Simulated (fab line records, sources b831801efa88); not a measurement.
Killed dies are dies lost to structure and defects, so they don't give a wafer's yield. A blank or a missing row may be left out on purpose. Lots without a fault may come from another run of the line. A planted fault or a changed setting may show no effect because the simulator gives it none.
Which tool did it? | flow gf180mcu | 24 lots, 72 wafers sampled, at 6 steps of a route of 602

WHAT THE GAUGES READ, wafer by wafer
GF_M2_OVL_MEAS_15. Usual: M2_OVL -3 nm, standard deviation 5.9.
lot  | measured     | on         | M2_OVL (nm) | flag
L074 | day 18 18:19 | overlay-02 | 2 -7 5      |
L075 | day 20 05:02 | overlay-01 | -11 -9 -13  |
L076 | day 20 12:20 | overlay-01 | -5 -5 -1    |
L077 | day 20 16:28 | overlay-01 | -2 0 5      |
L078 | day 20 23:04 | overlay-02 | 2 2 -4      |
L079 | day 21 06:44 | overlay-02 | -6 -3 -10   |
L080 | day 21 13:35 | overlay-02 | -11 -11 -4  |
L081 | day 22 01:51 | overlay-02 | -9 -5 -13   |
L083 | day 22 20:14 | overlay-02 | 2 -13 -9    |
L082 | day 22 22:17 | overlay-02 | 6 6 2       |
L084 | day 22 23:54 | overlay-02 | -5 -3 -10   |
L085 | day 23 10:47 | overlay-02 | -1 1 0      |
L086 | day 23 13:26 | overlay-02 | -2 -16 -8   |
L087 | day 24 06:49 | overlay-02 | 2 2 -4      |
L088 | day 24 11:40 | overlay-02 | -1 -7 -4    |
L089 | day 24 19:51 | overlay-02 | 7 5 3       |
L090 | day 24 22:16 | overlay-02 | 0 -4 9      |
L091 | day 25 11:53 | overlay-02 | -11 -8 0    |
L092 | day 26 02:50 | overlay-02 | -1 -3 -6    |
L093 | day 26 07:14 | overlay-02 | -3 0 -1     |
L094 | day 26 11:59 | overlay-02 | -11 -13 -7  |
L095 | day 26 16:53 | overlay-02 | 1 -4 -4     |
L096 | day 26 19:50 | overlay-02 | -11 6 -9    |
L097 | day 27 00:04 | overlay-02 | -7 -13 -1   |

GF_V3_THK_MEAS_01. Usual: V3_CVD_00_THK 602 nm, standard deviation 7.3.
lot  | measured     | on            | V3_CVD_00_THK (nm) | flag
L074 | day 20 23:04 | film_metro-04 | 622 601 622        |
L075 | day 22 09:01 | film_metro-02 | 592 603 605        |
L076 | day 22 15:43 | film_metro-04 | 610 600 605        |
L077 | day 22 19:46 | film_metro-04 | 598 602 604        |
L078 | day 23 02:07 | film_metro-03 | 607 598 600        |
L079 | day 23 08:41 | film_metro-03 | 607 598 595        |
L080 | day 23 15:29 | film_metro-03 | 605 599 595        |
L081 | day 24 03:49 | film_metro-03 | 606 599 607        |
L083 | day 24 20:44 | film_metro-04 | 614 598 604        |
L082 | day 24 23:14 | film_metro-04 | 601 602 600        |
L084 | day 25 00:55 | film_metro-03 | 600 607 604        |
L085 | day 25 10:28 | film_metro-04 | 595 589 600        |
L086 | day 25 12:30 | film_metro-04 | 611 598 599        |
L087 | day 26 05:14 | film_metro-04 | 606 596 603        |
L088 | day 26 09:49 | film_metro-03 | 609 595 607        |
L089 | day 26 19:14 | film_metro-04 | 596 598 605        |
L090 | day 26 19:51 | film_metro-03 | 605 607 604        |
L091 | day 27 09:27 | film_metro-03 | 591 591 598        |
L092 | day 27 23:13 | film_metro-03 | 596 607 608        |
L093 | day 28 02:53 | film_metro-03 | 608 610 599        |
L094 | day 28 08:28 | film_metro-02 | 608 600 594        |
L095 | day 28 12:52 | film_metro-02 | 589 596 597        |
L096 | day 28 14:37 | film_metro-04 | 607 605 606        |
L097 | day 28 18:52 | film_metro-04 | 603 605 603        |

GF_V3_OVL_MEAS_15. Usual: V3_OVL -3 nm, standard deviation 5.
lot  | measured     | on         | V3_OVL (nm) | flag
L074 | day 22 00:05 | overlay-02 | -6 -6 -9    |
L075 | day 23 08:07 | overlay-02 | -6 -8 -12   |
L076 | day 23 15:29 | overlay-02 | 4 2 2       |
L077 | day 23 18:50 | overlay-02 | 2 1 4       |
L078 | day 24 01:26 | overlay-02 | -11 -4 0    |
L079 | day 24 06:58 | overlay-02 | 6 0 4       |
L080 | day 24 14:17 | overlay-02 | 13 2 6      |
L081 | day 25 02:10 | overlay-02 | -11 -3 -4   |
L083 | day 25 19:37 | overlay-02 | -7 -6 -1    |
L082 | day 25 21:02 | overlay-02 | 2 -6 -8     |
L084 | day 25 22:59 | overlay-02 | 3 1 2       |
L085 | day 26 08:11 | overlay-02 | -6 -3 -1    |
L086 | day 26 09:58 | overlay-02 | -1 2 -2     |
L087 | day 27 01:40 | overlay-02 | -4 -5 -4    |
L088 | day 27 07:26 | overlay-02 | -4 -4 -6    |
L089 | day 27 16:08 | overlay-02 | -3 -2 -1    |
L090 | day 27 16:13 | overlay-01 | -1 5 -2     |
L091 | day 28 05:46 | overlay-01 | -5 -6 -10   |
L092 | day 28 19:04 | overlay-01 | -2 4 1      |
L093 | day 28 22:38 | overlay-02 | 0 -7 -12    |
L094 | day 29 03:43 | overlay-02 | -7 -10 -8   |
L095 | day 29 08:22 | overlay-02 | -8 -8 -9    |
L096 | day 29 10:34 | overlay-02 | -1 -5 -7    |
L097 | day 29 14:34 | overlay-02 | -2 1 -8     |

GF_V4_BOW_MEAS_05. Usual: V4_BOW 132 um, standard deviation 9.2.
lot  | measured     | on            | V4_BOW (um) | flag
L074 | day 23 02:20 | film_metro-01 | 141 131 124 |
L075 | day 24 09:23 | film_metro-02 | 138 116 135 |
L076 | day 24 16:23 | film_metro-03 | 140 137 128 |
L077 | day 24 19:55 | film_metro-03 | 133 124 136 |
L078 | day 25 02:31 | film_metro-01 | 115 126 119 |
L079 | day 25 07:37 | film_metro-03 | 132 129 124 |
L080 | day 25 15:10 | film_metro-03 | 127 128 139 |
L081 | day 26 02:53 | film_metro-02 | 130 123 138 |
L083 | day 26 19:03 | film_metro-01 | 133 119 136 |
L082 | day 26 20:24 | film_metro-01 | 134 130 150 |
L084 | day 26 22:28 | film_metro-03 | 145 135 145 |
L085 | day 27 07:35 | film_metro-02 | 148 145 137 |
L086 | day 27 09:10 | film_metro-03 | 131 148 123 |
L087 | day 28 00:35 | film_metro-01 | 121 132 125 |
L088 | day 28 05:59 | film_metro-01 | 150 133 145 |
L089 | day 28 14:02 | film_metro-01 | 114 131 125 |
L090 | day 28 14:38 | film_metro-03 | 145 155 130 |
L091 | day 29 03:40 | film_metro-02 | 132 137 134 |
L092 | day 29 16:51 | film_metro-01 | 122 121 124 |
L093 | day 29 20:29 | film_metro-03 | 137 142 136 |
L094 | day 30 01:40 | film_metro-03 | 135 131 134 |
L095 | day 30 06:27 | film_metro-02 | 126 128 130 |
L096 | day 30 08:26 | film_metro-03 | 145 144 144 |
L097 | day 30 12:19 | film_metro-02 | 138 130 121 |

GF_TOP_METAL_OVL_MEAS_15. Usual: TOP_METAL_OVL 0.0 nm, standard deviation 1.5.
lot  | measured     | on         | TOP_METAL_OVL (nm) | flag
L074 | day 27 18:19 | overlay-01 | 1.1 0.2 -1.5       |
L075 | day 28 21:31 | overlay-01 | -1.1 -1.2 -2.1     |
L076 | day 29 04:17 | overlay-02 | -2.2 -2.3 -1.8     |
L077 | day 29 07:02 | overlay-01 | 0.4 -1.1 -0.1      |
L078 | day 29 13:38 | overlay-02 | -1.8 -0.4 -0.7     |
L079 | day 29 17:20 | overlay-01 | -0.7 2.8 1.6       |
L080 | day 29 23:38 | overlay-02 | -3.2 -2.7 0.5      |
L081 | day 30 11:29 | overlay-02 | -1.1 1.1 0.7       |
L083 | day 30 22:35 | overlay-02 | 0.7 3.0 0.7        |
L082 | day 31 01:38 | overlay-02 | 0.0 -0.7 0.2       |
L084 | day 31 03:55 | overlay-01 | 0.2 2.5 0.7        |
L085 | day 31 12:41 | overlay-02 | 1.7 1.0 0.2        |
L086 | day 31 12:47 | overlay-01 | -0.1 -0.4 1.1      |
L087 | day 32 02:02 | overlay-01 | 3.5 2.5 1.6        |
L088 | day 32 06:10 | overlay-02 | 0.7 0.5 0.8        |
L089 | day 32 13:50 | overlay-01 | -0.6 0.0 -0.2      |
L090 | day 32 15:41 | overlay-02 | -2.2 -0.3 -0.2     |
L091 | day 33 01:32 | overlay-01 | 1.1 1.2 1.7        |
L092 | day 33 13:25 | overlay-01 | 0.8 -0.1 -0.4      |
L093 | day 33 14:38 | overlay-01 | 2.5 1.4 1.6        |
L094 | day 33 17:52 | overlay-01 | 2.7 2.0 1.8        |
L095 | day 34 00:44 | overlay-01 | 2.2 1.3 1.8        |
L096 | day 34 01:16 | overlay-02 | -1.4 -1.4 -2.3     |
L097 | day 34 04:02 | overlay-02 | -0.6 -0.3 1.1      |

WHICH TOOL RAN EACH LOT (tool, then ch and the chambers of the sampled wafers, then the start)
lot  | GF_M2_SPUTTER_04
L074 | pvd_sputter-01, day 17 18:46
L075 | pvd_sputter-03, day 19 04:52
L076 | pvd_sputter-03, day 19 12:17
L077 | pvd_sputter-03, day 19 15:51
L078 | pvd_sputter-01, day 19 22:23
L079 | pvd_sputter-02, day 20 06:17
L080 | pvd_sputter-02, day 20 13:15
L081 | pvd_sputter-02, day 21 02:04
L083 | pvd_sputter-01, day 21 20:45
L082 | pvd_sputter-03, day 21 22:41
L084 | pvd_sputter-01, day 22 01:02
L085 | pvd_sputter-01, day 22 11:29
L086 | pvd_sputter-03, day 22 14:48
L087 | pvd_sputter-02, day 23 08:40
L088 | pvd_sputter-03, day 23 14:15
L089 | pvd_sputter-02, day 23 21:32
L090 | pvd_sputter-01, day 24 00:20
L091 | pvd_sputter-01, day 24 14:47
L092 | pvd_sputter-03, day 25 05:09
L093 | pvd_sputter-02, day 25 10:31
L094 | pvd_sputter-03, day 25 15:16
L095 | pvd_sputter-02, day 25 20:14
L096 | pvd_sputter-01, day 25 23:16
L097 | pvd_sputter-02, day 26 03:24
- GF_M2_SPUTTER_04: material TiN, target thk 50 nm, time 41.7 s.

WHAT THE TOOLS THEMSELVES READ (means of the sampled wafers that have a number; where no wafer has one, the mark that the record gives instead)
GF_M2_SPUTTER_04. Usual: throttle_valve_pct 30.1 %, standard deviation 0.83.
lot  | tool           | throttle_valve_pct (%) | flag
L074 | pvd_sputter-01 | 30.5                   |
L075 | pvd_sputter-03 | 29.3                   |
L076 | pvd_sputter-03 | 29.7                   |
L077 | pvd_sputter-03 | 30.2                   |
L078 | pvd_sputter-01 | 30.3                   |
L079 | pvd_sputter-02 | 29.8                   |
L080 | pvd_sputter-02 | 30.4                   |
L081 | pvd_sputter-02 | 30.7                   |
L083 | pvd_sputter-01 | 30.3                   |
L082 | pvd_sputter-03 | 29.8                   |
L084 | pvd_sputter-01 | 30.3                   |
L085 | pvd_sputter-01 | 30.3                   |
L086 | pvd_sputter-03 | 30.2                   |
L087 | pvd_sputter-02 | 31.2                   |
L088 | pvd_sputter-03 | 29.9                   |
L089 | pvd_sputter-02 | 30.3                   |
L090 | pvd_sputter-01 | 30.3                   |
L091 | pvd_sputter-01 | 30.3                   |
L092 | pvd_sputter-03 | 30.3                   |
L093 | pvd_sputter-02 | 30.7                   |
L094 | pvd_sputter-03 | 29.3                   |
L095 | pvd_sputter-02 | 29.7                   |
L096 | pvd_sputter-01 | 30.3                   |
L097 | pvd_sputter-02 | 30.8                   |

THE ANSWER, worked out from the rows above alone
Rule: a lot is off if the mean of its wafers that have a number lies more than 3 standard deviations from the usual mean. A lot without any number at a reading at which 4 lots or more have one is off too. The other lots that the step has rows for count as sound. The gauges are gone through in route order, then the tools' own readings, and for those a lot's mean is taken as printed above. The first step at which some lot is off is used, and at that step the reading that is off furthest; a lot without a number counts as furthest.
No lot is off at any reading shown: from this, nothing can be told.

WHAT THE SIMULATOR HAD PUT IN
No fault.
